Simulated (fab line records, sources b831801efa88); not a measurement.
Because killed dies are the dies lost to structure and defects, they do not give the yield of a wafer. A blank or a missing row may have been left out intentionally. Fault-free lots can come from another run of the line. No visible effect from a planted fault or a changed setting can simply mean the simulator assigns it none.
The tool behind it: which one? | flow sky130 | 18 wafers from 6 lots sampled at 3 of the route's 708 steps

## WHAT THE GAUGES READ, wafer by wafer
SKY_CONTACT_THK_MEAS_03.
lot  | measured     | on            | CONTACT_HDPCVD_THK (nm)
L356 | day 30 12:49 | film metro-03 | 567 559 566
L361 | day 32 19:16 | film metro-03 | 565 929 565 565 930 565
L371 | day 35 17:50 | film metro-03 | 579 571 571
L374 | day 36 14:29 | film metro-02 | 565 566 559
L376 | day 36 18:59 | film metro-03 | 562 567 564
L378 | day 37 15:46 | film metro-04 | 563 566 564

## WHICH TOOL RAN EACH LOT (tool, then ch and the chambers of the sampled wafers, then the start)
lot  | SKY_LDD_HVP_STRIP_09                 | SKY_CONTACT_HDPCVD_02
L356 | plasma asher-02 ch 0,1, day 21 18:56 | hdpcvd-01 ch 0,1, day 30 12:45
L361 | plasma asher-02 ch 0,1, day 24 08:30 | hdpcvd-01 ch 1,2, day 32 19:12
L371 | plasma asher-02 ch 0,1, day 27 10:48 | hdpcvd-01 ch 0,2, day 35 17:46
L374 | plasma asher-04 ch 1, day 28 07:18   | hdpcvd-02 ch 0,2, day 36 14:25
L376 | plasma asher-04 ch 0,1, day 28 13:56 | hdpcvd-01 ch 0,1,2, day 36 18:55
L378 | plasma asher-04 ch 0,1, day 29 10:21 | hdpcvd-01 ch 0,1,2, day 37 15:41
- SKY_LDD_HVP_STRIP_09: strips in O2/N2.
- SKY_CONTACT_HDPCVD_02: deposits SiO2, target thk 565 nm, time 94.2 s.

## THE ANSWER, worked out from the rows above alone
Rule: the usual values come from the lots themselves. Put in order of their means at a reading, lots are off if they are a third of the lots or fewer, leave a main group of 4 or more, and stand apart from it by a gap of 3 or more times the standard deviation of the main group's means; of several such gaps the widest counts. A main group whose means are all the same, to the digits that the tables above print for the reading, isn't used. A lot without any number at a reading at which 4 lots or more have one is off too. Any other lot the step has rows for is counted as sound.
Off: L361, at SKY_CONTACT_THK_MEAS_03 (CONTACT_HDPCVD_THK). Main group: mean 566 nm, sd 3.9.
If a tool, at a process step before that reading, ran all the lots that are off and no sound lot after the first of them, it fits. The gauges at SKY_CONTACT_THK_MEAS_03 are tried like those tools. Not one of the candidates tried fits.

## WHAT HAD BEEN PUT IN BY THE SIMULATOR
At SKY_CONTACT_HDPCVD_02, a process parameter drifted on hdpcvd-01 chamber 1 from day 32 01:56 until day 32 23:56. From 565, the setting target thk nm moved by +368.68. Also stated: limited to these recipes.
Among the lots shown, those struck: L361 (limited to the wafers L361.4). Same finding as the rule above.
